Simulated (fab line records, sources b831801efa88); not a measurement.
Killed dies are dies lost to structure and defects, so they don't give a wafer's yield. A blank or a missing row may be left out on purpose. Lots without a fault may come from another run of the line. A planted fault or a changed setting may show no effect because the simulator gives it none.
A struck lot beside a sound one | flow gf180mcu | 16 steps out of a route of 602
Sound: wafers L539.3, L539.4, L539.5. Struck: wafers L534.2, L534.4, L534.5. The cause comes at the end.
At each step with rows: each side's tool, then ch and its chambers, then its first start. Under that, the readings that differ: sound wafers | struck wafers | difference of the means | sigmas: that difference in standard deviations of wafers without a fault.
alike: readings whose means differ by less than 2 such deviations, and words and numbers that are the same on both sides. not compared: withheld readings, readings that some wafer has no value for, bounds like >300 that may hide the same value, and numbers for which the record gives no deviation and whose values overlap.
The two part at a step that has a row with sigmas, a row that says differs or no value, or rows on one side only. Numbers that don't overlap but have no deviation are shown without sigmas and don't part them. A reading that every wafer of one side lacks parts them only if that side has two wafers or more.

first, 1 step without rows for these wafers: GF_HV_LDD_IMPLANT_09.
GF_HV_LDD_STRIP_10: strips in O2/N2.
  sound on plasma_asher-03 ch 0,1, day 16 20:44; struck on plasma_asher-04 ch 1, day 15 04:11
  reading            | sound       | struck      | difference | sigmas
  heater_power_w (W) | 344 330 337 | 444 427 442 | +101       | +3
  alike: drypump_motor_current_A, oes_product_au, strip_time_to_endpoint_s
  not compared: rf_hours_counter_h
GF_HV_LDD_TW_MEAS_11:
  sound on film_metro-04, day 16 20:49; struck on film_metro-04, day 15 04:17
  alike: HV_LDD_TW
then, 7 steps without rows for these wafers: GF_HV_LDD_DEHYDRATE_12 (time 60 s); GF_HV_LDD_HMDS_13 (prime time 60 s); GF_HV_LDD_COAT_14 (resist thk 1000 nm); GF_HV_LDD_SOFTBAKE_15 (time 60 s); GF_HV_LDD_EXPOSE_16 (exposes mask Pplus LV AREA, target cd 400 nm); GF_HV_LDD_PEB_17; GF_HV_LDD_DEVELOP_18 (develop time 60 s).
GF_HV_LDD_CD_MEAS_19: target cd 400 nm.
  sound on cd_sem-02, day 17 20:19; struck on cd_sem-02, day 16 02:25
  alike: cd_nm
GF_HV_LDD_OVL_MEAS_20:
  sound on overlay-02, day 17 20:24; struck on overlay-02, day 16 02:31
  alike: HV_LDD_01_OVL
GF_HV_LDD_IMPLANT_21:
  sound on implanter-01 ch 0, day 17 20:29; struck on implanter-03, day 16 02:34
  no value came back on the struck wafers for beam_energy_keV, beam_on_s (s); on the sound wafers beam_energy_keV reads 25.005 25.008 24.989
GF_HV_LDD_STRIP_22: strips in O2/N2.
  sound on plasma_asher-02 ch 0,1, day 17 20:37; struck on plasma_asher-02 ch 0,1, day 16 02:42
  alike: drypump_motor_current_A, heater_power_w, oes_product_au, strip_time_to_endpoint_s
  not compared: rf_hours_counter_h
GF_HV_LDD_TW_MEAS_23:
  sound on film_metro-03, day 17 20:42; struck on film_metro-04, day 16 02:49
  reading     | sound          | struck   | difference | sigmas
  HV_LDD_2_TW | 1095 1088 1088 | 30 30 30 | -1060      | -66
then, 1 step without rows for these wafers: GF_HV_LDD_DEHYDRATE_24 (time 60 s).

WHERE THEY PART
First at GF_HV_LDD_STRIP_10; last, within this record, at GF_HV_LDD_TW_MEAS_23.

WHY: what the simulator had put in
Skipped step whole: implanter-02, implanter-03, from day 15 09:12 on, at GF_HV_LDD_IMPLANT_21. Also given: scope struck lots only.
